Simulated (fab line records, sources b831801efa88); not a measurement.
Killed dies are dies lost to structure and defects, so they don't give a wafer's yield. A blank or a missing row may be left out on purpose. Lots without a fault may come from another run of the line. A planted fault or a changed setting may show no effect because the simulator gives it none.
Which tool did it? | flow gf180mcu | 6 lots, 18 wafers sampled, at 4 steps of a route of 602

WHAT THE GAUGES READ, wafer by wafer
GF_TOP_METAL_RS_MEAS_05: measures by four-point-probe.
lot  | measured     | on            | TOP_METAL_ALCU_RS (ohm/sq)
L819 | day 28 08:32 | film_metro-04 | 0.0326 0.0325 0.0326
L822 | day 29 13:09 | film_metro-02 | 0.0330 0.0328 0.0329
L824 | day 30 13:39 | film_metro-01 | 0.0325 0.0326 0.0325
L826 | day 30 17:52 | film_metro-04 | 0.0330 0.0326 0.0330
L828 | day 31 03:17 | film_metro-01 | 0.0332 0.0332 0.0330
L833 | day 32 11:40 | film_metro-04 | 0.0326 0.0319 0.0326

WHICH TOOL RAN EACH LOT (tool, then ch and the chambers of the sampled wafers, then the start)
lot  | GF_V1_CVD_02                  | GF_V4_SPUTTER_21             | GF_MIM_SPUTTER_07
L819 | pecvd-02 ch 1,2, day 18 05:41 | pvd_sputter-03, day 25 12:23 | pvd_sputter-01, day 25 13:23
L822 | pecvd-04 ch 0,1, day 19 19:44 | pvd_sputter-02, day 26 21:56 | pvd_sputter-01, day 26 22:57
L824 | pecvd-02 ch 1,2, day 20 23:25 | pvd_sputter-04, day 27 23:17 | pvd_sputter-01, day 28 00:17
L826 | pecvd-02 ch 0,1, day 21 03:43 | pvd_sputter-03, day 28 03:05 | pvd_sputter-01, day 28 04:05
L828 | pecvd-02 ch 1,2, day 21 16:37 | pvd_sputter-04, day 28 13:44 | pvd_sputter-04, day 28 14:44
L833 | pecvd-02 ch 0,2, day 23 10:28 | pvd_sputter-03, day 30 00:02 | pvd_sputter-02, day 30 01:03
- GF_V1_CVD_02: deposits SiO2 from TEOS, target thk 850 nm, time 94.851 s.
- GF_V4_SPUTTER_21: material Ti, target thk 15 nm, time 80.02 s.
- GF_MIM_SPUTTER_07: material TiN, target thk 60 nm, time 50 s.

THE ANSWER, worked out from the rows above alone
Rule: what is usual is taken from the lots themselves. Put in order of their means at a reading, lots are off if they are a third of the lots or fewer, leave a main group of 4 or more, and stand apart from it by a gap of 3 or more times the standard deviation of the main group's means; of several such gaps the widest counts. A main group whose means are all the same, to the digits that the tables above print for the reading, isn't used. A lot without any number at a reading at which 4 lots or more have one is off too. The other lots that the step has rows for count as sound.
No lot is off at any reading shown: from this, nothing can be told.

WHAT THE SIMULATOR HAD PUT IN
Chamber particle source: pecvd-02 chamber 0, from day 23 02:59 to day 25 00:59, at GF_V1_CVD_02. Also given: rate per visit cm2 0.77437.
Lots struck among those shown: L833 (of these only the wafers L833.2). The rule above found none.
